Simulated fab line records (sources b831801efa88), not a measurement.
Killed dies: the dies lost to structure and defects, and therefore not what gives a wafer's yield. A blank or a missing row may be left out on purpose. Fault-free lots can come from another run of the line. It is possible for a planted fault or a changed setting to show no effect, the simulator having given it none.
A lot that was struck, set against a sound lot ; flow sky130 ; 21 steps out of a route of 708
Sound: these wafers, L966.4, L966.5, L966.6. Wafers struck: L969.2, L969.5, L969.6. At the end, the cause is stated.
Each step with rows lists, per side, the tool, then ch with its chambers, then its first start. Under that, the readings that differ: sound wafers ; struck wafers ; difference of the means ; sigmas: that difference in standard deviations of wafers without a fault.
alike: same words and numbers on both sides, and readings whose means sit less than 2 such deviations apart. not compared: any withheld reading, any reading some wafer has no value for, any bound like >300 that may hide the same value, and any number with overlapping values for which the record gives no deviation.
A row with sigmas, a row that says differs or no value, or rows on one side alone: a step with any of these is where the two part. When numbers do not overlap yet have no deviation, they are printed without sigmas and do not part them. Lack of a reading on every wafer of one side parts them only where that side has two or more wafers.

SKY_SD_N_RS_MEAS_17: a four-point-probe measurement.
  struck on film_metro-03, day 31 01:31; sound on film_metro-04, day 30 08:40
  alike: SD_P_RS
SKY_SD_N_RS_MEAS_18: a four-point-probe measurement.
  struck on film_metro-03, day 31 01:38; sound on film_metro-04, day 30 08:47
  alike: RES_XHIGH_RS
then, 2 steps without rows for these wafers: SKY_SALICIDE_CLEAN_00 (cleans in HF-last, time 30 s); SKY_LI_CONTACT_HDPCVD_00 (deposits PSG, target thk 930 nm, time 155 s).
SKY_LI_CONTACT_THK_MEAS_01:
  struck on film_metro-04, day 31 01:52; sound on film_metro-02, day 30 08:59
  alike: LI_CONTACT_HDPCVD_THK
SKY_LI_CONTACT_CMP_02: polishes PSG.
  sound on cmp-02 ch 0,1,2, day 30 09:10; struck on cmp-01 ch 1,2,3, day 31 02:04
  alike: motor_current_A, slurry_filter_dp_kPa, time_to_endpoint_s
SKY_LI_CONTACT_BOW_MEAS_03:
  struck on film_metro-04, day 31 02:14; sound on film_metro-03, day 30 09:23
  alike: LI_CONTACT_BOW
then, 5 steps without rows for these wafers: SKY_LI_CONTACT_DEHYDRATE_04 (time 60 s); SKY_LI_CONTACT_HMDS_05 (prime time 60 s); SKY_LI_CONTACT_COAT_06 (resist thk 60 nm); SKY_LI_CONTACT_COAT_07 (resist thk 450 nm); SKY_LI_CONTACT_SOFTBAKE_08 (time 90 s).
SKY_LI_CONTACT_EXPOSE_09: exposes mask LICM1, target cd 170 nm.
  sound on krf_scanner-02 ch 0, day 31 00:07; struck on krf_scanner-01 ch 0, day 31 16:11
reading;sound;struck;difference;sigmas
mask;LICM1#0 LICM1#0 LICM1#0;LICM1_R1#0 LICM1_R1#0 LICM1_R1#0;differs;
  alike: exposure_dose_mJ_cm2
next, for these wafers, 1 step has no rows: SKY_LI_CONTACT_PEB_10.
SKY_LI_CONTACT_DEVELOP_11: develop time 60 s.
  sound: litho_track-04 ch 0; struck: litho_track-04 ch 0
reading;sound;struck;difference;sigmas
model.LI_CONTACT.cd_nm (nm);171.1 172 172.3;139.2 138.8 138.3;-33.0;
SKY_LI_CONTACT_CD_MEAS_12 targets a cd of 170 nm.
  struck on cd_sem-01, day 32 06:15; sound on cd_sem-01, day 31 13:15
reading;sound;struck;difference;sigmas
cd_nm (nm);170.9 172.0 172.2;139.0 138.9 138.5;-32.9;-16
  not compared: hold
SKY_LI_CONTACT_OVL_MEAS_13:
  struck on overlay-02, day 32 09:01; sound on overlay-01, day 31 13:20
reading;sound;struck;difference;sigmas
hold;- - -;await_dispo/2.7h/release await_dispo/2.7h/release await_dispo/2.7h/release;no value on the sound wafers;
  alike: LI_CONTACT_OVL
SKY_LI_CONTACT_ETCH_14: etches BARC in N2/H2, stops on SiO2, time 45.9 s, target depth 60 nm.
  sound on rie_diel-02 ch 0,1,2, day 31 13:20; struck on rie_diel-02 ch 1,2, day 32 09:03
  alike: drypump_motor_current_A, oes_product_au, throttle_valve_pct
  not compared: rf_hours_counter_h
SKY_LI_CONTACT_ETCH_15: etches PSG in C4F8/O2/Ar, stops on Si, target depth 600 nm.
  sound on rie_diel-02 ch 0,1,2, day 31 13:23; struck on rie_diel-02 ch 1,2, day 32 09:05
reading;sound;struck;difference;sigmas
model.LI_CONTACT.cd_nm (nm);170.4 171.6 173;138.7 138.5 139;-32.9;
  alike: oes_product_au
SKY_LI_CONTACT_STRIP_16: strips in O2/N2.
  sound on plasma_asher-04 ch 0,1, day 31 13:31; struck on plasma_asher-04 ch 0,1, day 32 09:19
  alike: drypump_motor_current_A, oes_product_au, strip_time_to_endpoint_s
  not compared: rf_hours_counter_h
-- a jump in the record: the struck wafers' starts before and after are 16 days apart (it breaks off in module LI_CONTACT and resumes in module PAD_OPEN, where the first step shown is number 708 of the route) --
SKY_PAD_OPEN_PROBE_99:
  struck on prober-01, day 48 03:33; sound on prober-02, day 47 16:08
reading;sound;struck;difference;sigmas
hold;- - -;await_dispo/8.5h/release await_dispo/8.5h/release await_dispo/8.5h/release;no value on the sound wafers;
killed_at_contacts;24 30 18;271 281 266;+249;+51
killed_dies;84 89 88;331 336 328;+245;+28
killed_on_rim;20 18 25;30 33 33;+11;+3
  alike: killed_at_M0_to_M3, killed_at_M4_up, killed_at_front_end, killed_at_other, killed_open, killed_short

== WHERE THEY PART ==
At SKY_LI_CONTACT_EXPOSE_09 first; at SKY_PAD_OPEN_PROBE_99 last (within this record only).

WHY: whatever the simulator had introduced
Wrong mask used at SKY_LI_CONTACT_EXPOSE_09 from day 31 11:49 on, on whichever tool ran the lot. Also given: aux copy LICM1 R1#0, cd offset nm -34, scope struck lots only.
